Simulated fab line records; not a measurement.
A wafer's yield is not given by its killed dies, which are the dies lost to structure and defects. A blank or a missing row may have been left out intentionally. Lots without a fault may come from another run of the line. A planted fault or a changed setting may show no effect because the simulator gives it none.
Chamber matching || flow sfq line || SFQ_TRILAYER_I7_VIA_BARC_OPEN_VIA_ETCH_260 on rie diel-04: 4 sister chambers
The step etches BARC in O2, target depth 125 nm, time 41.7 s. 14 wafers are shown with their chamber, then 7 later ones without.

## WAFERS, EACH WITH ITS CHAMBER
{"wafer": "L301.3", "chamber": 0, "drypump motor current A (A)": 6.2, "oes product au (a.u.)": 0.682}
{"wafer": "L301.4", "chamber": 1, "drypump motor current A (A)": 5.3, "oes product au (a.u.)": 0.686}
{"wafer": "L301.5", "chamber": 2, "drypump motor current A (A)": 5.5, "oes product au (a.u.)": 0.684}
{"wafer": "L306.1", "chamber": 3, "drypump motor current A (A)": 6.4, "oes product au (a.u.)": 0.682}
{"wafer": "L306.2", "chamber": 1, "drypump motor current A (A)": 5.3, "oes product au (a.u.)": 0.685}
{"wafer": "L306.5", "chamber": 1, "drypump motor current A (A)": 5.3, "oes product au (a.u.)": 0.689}
{"wafer": "L309.1", "chamber": 0, "drypump motor current A (A)": 6.2, "oes product au (a.u.)": 0.694}
{"wafer": "L309.3", "chamber": 2, "drypump motor current A (A)": 5.5, "oes product au (a.u.)": 0.686}
{"wafer": "L309.5", "chamber": 3, "drypump motor current A (A)": 6.4, "oes product au (a.u.)": 0.686}
{"wafer": "L314.1", "chamber": 2, "drypump motor current A (A)": 5.5, "oes product au (a.u.)": 0.685}
{"wafer": "L314.4", "chamber": 3, "drypump motor current A (A)": 6.4, "oes product au (a.u.)": 0.685}
{"wafer": "L314.6", "chamber": 2, "drypump motor current A (A)": 5.6, "oes product au (a.u.)": 0.674}
{"wafer": "L320.2", "chamber": 2, "drypump motor current A (A)": 5.5, "oes product au (a.u.)": 0.679}
{"wafer": "L320.3", "chamber": 0, "drypump motor current A (A)": 6.2, "oes product au (a.u.)": 0.686}

SIGNATURES (means of the wafers above)
{"reading": "drypump motor current A", "chamber 0": 6.200, "chamber 1": 5.300, "chamber 2": 5.520, "chamber 3": 6.400, "scatter within a chamber": 0.0283}
{"reading": "oes product au", "chamber 0": 0.68733, "chamber 1": 0.68667, "chamber 2": 0.68160, "chamber 3": 0.68433, "scatter within a chamber": 0.0044}
Rule: for a wafer and a chamber, the distance is found by dividing, reading by reading, the gap between the wafer's reading and the chamber's mean by the reading's scatter, squaring, summing and taking the root. The wafer belongs to the nearest chamber; if the next one is less than 2 further off, it can't be placed. The scatter: the root of (the sum of the squares of (reading less its chamber's mean) over the shown wafers, divided by (wafers less chambers)).

## WAFERS WITHOUT THEIR CHAMBER
{"wafer": "L320.5", "drypump motor current A (A)": 5.5, "oes product au (a.u.)": 0.689}
{"wafer": "L321.3", "drypump motor current A (A)": 6.4, "oes product au (a.u.)": 0.681}
{"wafer": "L321.4", "drypump motor current A (A)": 6.2, "oes product au (a.u.)": 0.679}
{"wafer": "L321.5", "drypump motor current A (A)": 6.5, "oes product au (a.u.)": 0.684}
{"wafer": "L322.3", "drypump motor current A (A)": 6.2, "oes product au (a.u.)": 0.683}
{"wafer": "L322.5", "drypump motor current A (A)": 6.2, "oes product au (a.u.)": 0.683}
{"wafer": "L322.6", "drypump motor current A (A)": 5.3, "oes product au (a.u.)": 0.681}

## WHICH CHAMBER EACH WENT THROUGH
{"wafer": "L320.5", "from the rows above": 2, "in truth": 2}
{"wafer": "L321.3", "from the rows above": 3, "in truth": 3}
{"wafer": "L321.4", "from the rows above": 0, "in truth": 0}
{"wafer": "L321.5", "from the rows above": 3, "in truth": 3}
{"wafer": "L322.3", "from the rows above": 0, "in truth": 0}
{"wafer": "L322.5", "from the rows above": 0, "in truth": 0}
{"wafer": "L322.6", "from the rows above": 1, "in truth": 1}
7 of 7 placed correctly. From these rows, 0 cannot be placed. 0 placed wrongly.
